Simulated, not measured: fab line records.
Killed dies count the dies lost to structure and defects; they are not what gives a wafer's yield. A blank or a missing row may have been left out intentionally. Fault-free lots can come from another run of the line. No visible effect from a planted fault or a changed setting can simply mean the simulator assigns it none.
fab line records | flow sky130
[record] lots = 12 | wafers = 36 | last-day = 50
route steps=708 shown LI_CONTACT@370
lots that met no fault: from a run of the same line without faults
start-h: the number of hours between the record's first day and the start of the first shown wafer of the lot | wait-h: hours from the lot's prior step to this one | " as in the row above | L1.1+2: a single row standing in for several wafers | - no value, or no start was given | * or withheld: withheld | < > ~ a bound
route shown NAME@n: NAME is a module with steps in the file, n the number in the route of the first one | usual: mean/standard deviation taken from wafers without a fault | same: alike in all rows | chamber/n: place in a boat | sites: the reading at each site | _std_site: how widely they spread, as a standard deviation | _edge_site: inner sites' mean taken away from outer sites' mean | radius-mm: for every site, how far away it sits from the centre of the wafer | mask NAME#n: copy n | behind: tool/chamber where the wafer was last shaped | hold: cause of the lot's hold/its duration in hours/its outcome | device: whichever transistor did not switch (one of n, p or np) | end of line: tests of these same wafers at the route's end | step lacking rows: just its recipe | killed: dies that structure and defects cost at the first sort, which is not the same as the wafer's yield | map: shows each die of a wafer: x if killed, . if not, _ if none is there
set.NAME: the setting the step ran with; set.NAME@STEP: the setting that earlier step ran with | model.NAME: the simulator's own value behind a step, which no gauge read
a sample of lots followed through the steps of the route, with each step as a table and each wafer as a row
services: the hour from which a tool's chamber was out of use, counted from the record's first day as start-h (under 0 if before that day), plus the number of hours and why
[[steps]]
[step SKY_LI_CONTACT_SOFTBAKE_08]
[recipe] temp-c = 100 | time-s = 90 | resist = KrF-thick
[usual] heater-power-total-W = 57.36/0.12 | run-length-s = 119.22/0.24
lot.wafer | tool           | chamber | start-h | wait-h | heater-power-total-W | run-length-s
L181.3    | litho-track-01 | 0       | 662     | -      | 57.28                | 119.09
L181.5    | "              | 0       | "       | "      | 57.43                | 119.18
L181.6    | "              | 0       | "       | "      | 57.28                | 119.00
L182.1    | litho-track-04 | 0       | 681     | -      | 57.28                | 119.46
L182.2    | "              | 0       | "       | "      | 57.25                | 119.39
L182.4    | "              | 0       | "       | "      | 57.35                | 119.69
L184.3    | litho-track-03 | 0       | 695     | -      | 57.49                | 119.54
L184.4    | "              | 0       | "       | "      | 57.39                | 119.20
L184.5    | "              | 0       | "       | "      | 57.23                | 119.22
L183.1    | litho-track-04 | 0       | 697     | -      | 57.58                | 119.59
L183.2    | "              | 0       | "       | "      | 57.27                | 119.65
L183.5    | "              | 0       | 698     | -      | 57.21                | 119.50
L185.2    | litho-track-04 | 0       | 706     | -      | 57.48                | 119.56
L185.3    | "              | 0       | "       | "      | 57.20                | 119.50
L185.5    | "              | 0       | "       | "      | 57.21                | 119.35
L186.2    | litho-track-01 | 0       | 714     | -      | 57.25                | 119.02
L186.5    | "              | 0       | "       | "      | 57.32                | 118.94
L186.6    | "              | 0       | "       | "      | 57.17                | 118.89
L195.1    | litho-track-01 | 0       | 785     | -      | 58.07                | 115.04
L195.3    | "              | 0       | "       | "      | 58.18                | 115.08
L195.4    | "              | 0       | "       | "      | 58.04                | 115.24
L196.2    | litho-track-01 | 0       | 795     | -      | 58.27                | 115.09
L196.5    | "              | 0       | "       | "      | 58.28                | 115.17
L196.6    | "              | 0       | "       | "      | 58.21                | 115.05
L198.3    | litho-track-04 | 0       | 796     | -      | 57.34                | 119.48
L198.4    | "              | 0       | "       | "      | 57.43                | 119.36
L198.5    | "              | 0       | "       | "      | 57.38                | 119.64
L200.1    | litho-track-03 | 0       | 811     | -      | 57.37                | 119.33
L200.5    | "              | 0       | "       | "      | 57.33                | 119.34
L200.6    | "              | 0       | "       | "      | 57.44                | 119.29
L202.1    | litho-track-04 | 0       | 826     | -      | 57.49                | 119.46
L202.4    | "              | 0       | "       | "      | 57.57                | 119.45
L202.6    | "              | 0       | "       | "      | 57.45                | 119.35
L203.2    | litho-track-04 | 0       | 836     | -      | 57.45                | 119.62
L203.4    | "              | 0       | "       | "      | 57.44                | 119.76
L203.5    | "              | 0       | "       | "      | 57.50                | 119.70
[[services]]
tool           | chamber | start-h | hours | kind
litho-track-03 | -       | 662.35  | -     | consumable-replace:filter
[[key]]
[first-sign] step = SKY_LI_CONTACT_SOFTBAKE_08 | reading = run-length-s | direction = down | sigmas = 17 | usual = * | struck = *
[effect] step = SKY_LI_CONTACT_SOFTBAKE_08 | reading = heater-power-total-W | direction = up | sigmas = 7 | usual = * | struck = *
met-at SKY_LI_CONTACT_SOFTBAKE_08
struck-lots L195,L196
tester-left-out L195,L196
[fault] kind = process-parameter-drift | tool = litho-track-01 | chamber = - | onset-h = 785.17 | steps = SKY_LI_CONTACT_SOFTBAKE_08 | channel = time-s | offset = * | shape = step | end-h = 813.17 | acts-in = * | stated = *
// tester-left-out: of these lots the tester's yield and bins aren't shown, on N5 and GAA mostly nor the transistor test; their killed dies are dies lost to structure and defects alone, not to doping, threshold or leakage, so they don't give the yield
